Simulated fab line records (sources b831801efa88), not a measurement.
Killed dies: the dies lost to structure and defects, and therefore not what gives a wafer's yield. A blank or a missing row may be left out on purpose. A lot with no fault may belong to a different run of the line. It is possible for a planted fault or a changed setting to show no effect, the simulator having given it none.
Which tool was responsible? | flow sky130 | Sampling: 11 lots, 33 wafers, 5 of 708 route steps

== WHAT THE GAUGES READ, wafer by wafer ==
SKY_VIA2_OVL_MEAS_13.
lot  | measured     | on         | VIA2_OVL (nm)
L292 | day 36 00:36 | overlay-02 | -4 -1 -2
L293 | day 36 07:22 | overlay-02 | -3 3 8
L296 | day 37 05:49 | overlay-02 | -5 -8 -4
L297 | day 37 18:58 | overlay-02 | 5 -5 -2
L300 | day 38 11:29 | overlay-02 | 7 9 -2
L306 | day 40 08:41 | overlay-01 | 0 -9 -11
L307 | day 40 17:55 | overlay-01 | -2 -3 -5
L310 | day 41 20:37 | overlay-01 | 3 3 2
L312 | day 43 10:05 | overlay-02 | 4 -3 -4
L313 | day 43 12:00 | overlay-02 | 0 -6 4
L311 | day 43 13:57 | overlay-02 | 10 0 -7

SKY_CAPM_THK_MEAS_01.
lot  | measured     | on           | CAPM_CVD_00_THK (nm)
L292 | day 36 02:19 | filmMetro-01 | 15.41 15.83 15.53
L293 | day 36 09:05 | filmMetro-01 | 16.06 15.54 16.09
L296 | day 37 07:24 | filmMetro-02 | 15.53 15.95 15.92
L297 | day 37 20:33 | filmMetro-03 | 12.53 12.75 15.78 12.50 12.65 15.79
L300 | day 38 13:05 | filmMetro-03 | 12.45 15.77 12.40 12.40 15.78 12.35
L306 | day 40 10:16 | filmMetro-02 | 15.26 15.56 15.45
L307 | day 40 19:30 | filmMetro-01 | 15.81 15.78 16.02
L310 | day 41 22:16 | filmMetro-02 | 15.44 15.53 15.19
L312 | day 43 11:43 | filmMetro-01 | 15.14 15.81 15.56
L313 | day 43 13:38 | filmMetro-03 | 15.08 15.70 15.29
L311 | day 43 15:34 | filmMetro-01 | 15.18 15.35 15.82

== WHAT TOOL EACH LOT RAN ON (gives the tool, then ch and the chambers of the sampled wafers, and finally the start) ==
lot  | SKY_METAL2_SPUTTER_02       | SKY_METAL2_SPUTTER_03       | SKY_CAPM_CVD_00
L292 | pvdSputter-04, day 33 18:00 | pvdSputter-04, day 33 18:02 | pecvd-01 ch 0,1, day 36 02:17
L293 | pvdSputter-04, day 34 01:27 | pvdSputter-04, day 34 01:28 | pecvd-03 ch 0,1,2, day 36 09:02
L296 | pvdSputter-03, day 34 23:20 | pvdSputter-03, day 34 23:21 | pecvd-02 ch 0,2, day 37 07:23
L297 | pvdSputter-02, day 35 13:15 | pvdSputter-02, day 35 13:16 | pecvd-02 ch 0,2, day 37 20:31
L300 | pvdSputter-03, day 36 06:05 | pvdSputter-03, day 36 06:07 | pecvd-02 ch 0,2, day 38 13:02
L306 | pvdSputter-04, day 38 05:01 | pvdSputter-04, day 38 05:02 | pecvd-01 ch 0,1, day 40 10:15
L307 | pvdSputter-02, day 38 13:54 | pvdSputter-02, day 38 13:55 | pecvd-03 ch 1,2, day 40 19:29
L310 | pvdSputter-03, day 39 17:31 | pvdSputter-03, day 39 17:32 | pecvd-01 ch 0,1,2, day 41 22:14
L312 | pvdSputter-04, day 41 10:25 | pvdSputter-04, day 41 10:26 | pecvd-03 ch 0,1,2, day 43 11:39
L313 | pvdSputter-02, day 41 12:17 | pvdSputter-02, day 41 12:18 | pecvd-01 ch 0,1, day 43 13:37
L311 | pvdSputter-02, day 41 13:42 | pvdSputter-02, day 41 13:44 | pecvd-03 ch 0,1, day 43 15:32
- SKY_METAL2_SPUTTER_02: material AlCu, target thk 250 nm, time 13.3 s.
- SKY_METAL2_SPUTTER_03: material Ti, target thk 5 nm, time 3.3 s.
- SKY_CAPM_CVD_00: deposits SiO2, target thk 15.5 nm.

== AS READ BY THE TOOLS THEMSELVES (means over the sampled wafers that have a number; for cases with no such wafer, the mark the record gives instead) ==
SKY_METAL2_SPUTTER_02.
lot  | tool          | throttleValvePct (%)
L292 | pvdSputter-04 | 30.9
L293 | pvdSputter-04 | 30.9
L296 | pvdSputter-03 | 30.0
L297 | pvdSputter-02 | 29.8
L300 | pvdSputter-03 | 30.1
L306 | pvdSputter-04 | 30.3
L307 | pvdSputter-02 | 30.5
L310 | pvdSputter-03 | 29.7
L312 | pvdSputter-04 | 30.9
L313 | pvdSputter-02 | 30.5
L311 | pvdSputter-02 | 29.9

SKY_METAL2_SPUTTER_03.
lot  | tool          | throttleValvePct (%)
L292 | pvdSputter-04 | 30.7
L293 | pvdSputter-04 | 31.0
L296 | pvdSputter-03 | 29.8
L297 | pvdSputter-02 | 29.8
L300 | pvdSputter-03 | 30.2
L306 | pvdSputter-04 | 30.3
L307 | pvdSputter-02 | 30.5
L310 | pvdSputter-03 | 29.7
L312 | pvdSputter-04 | 30.8
L313 | pvdSputter-02 | 30.4
L311 | pvdSputter-02 | 29.6

SKY_CAPM_CVD_00.
lot  | tool     | heaterPowerW (W)
L292 | pecvd-01 | 648
L293 | pecvd-03 | 619
L296 | pecvd-02 | 647
L297 | pecvd-02 | 682
L300 | pecvd-02 | 703
L306 | pecvd-01 | 628
L307 | pecvd-03 | 639
L310 | pecvd-01 | 640
L312 | pecvd-03 | 602
L313 | pecvd-01 | 666
L311 | pecvd-03 | 583

== THE ANSWER, worked out from the rows above alone ==
Rule: the lots themselves supply what counts as usual. The widest of any qualifying gaps counts: lots, ordered by their means at a reading, are off when they make up no more than a third of the lots, leave a main group of 4 or more, and stand apart from it by 3 or more times the standard deviation of that group's means. A main group whose means are all the same, to the digits that the tables above print for the reading, isn't used. A lot without any number at a reading at which 4 lots or more have one is off too. All remaining lots with rows at the step are treated as sound. First the gauges in route order, then the tools' own readings, where a lot's mean is used as printed above. At the first step where some lot is off, the reading lying furthest off is the one used; lots without a number count as furthest.
Off: L297, L300, at SKY_CAPM_THK_MEAS_01 (CAPM_CVD_00_THK). The main group has a mean of 15.59 nm with a standard deviation of 0.2.
If a tool, at a process step before that reading, ran all the lots that are off and no sound lot after the first of them, it fits. Gauges at SKY_CAPM_THK_MEAS_01: tried the same way as those tools. One fits: pecvd-02 at SKY_CAPM_CVD_00. A fault onset in the window from L296 (day 37 07:23, its last sound lot) to L297 (day 37 20:31, its first lot off) fits.

== WHAT HAD BEEN PUT IN BY THE SIMULATOR ==
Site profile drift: pecvd-02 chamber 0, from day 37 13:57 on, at SKY_CAPM_CVD_00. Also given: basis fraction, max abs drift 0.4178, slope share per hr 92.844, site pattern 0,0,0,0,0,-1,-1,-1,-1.
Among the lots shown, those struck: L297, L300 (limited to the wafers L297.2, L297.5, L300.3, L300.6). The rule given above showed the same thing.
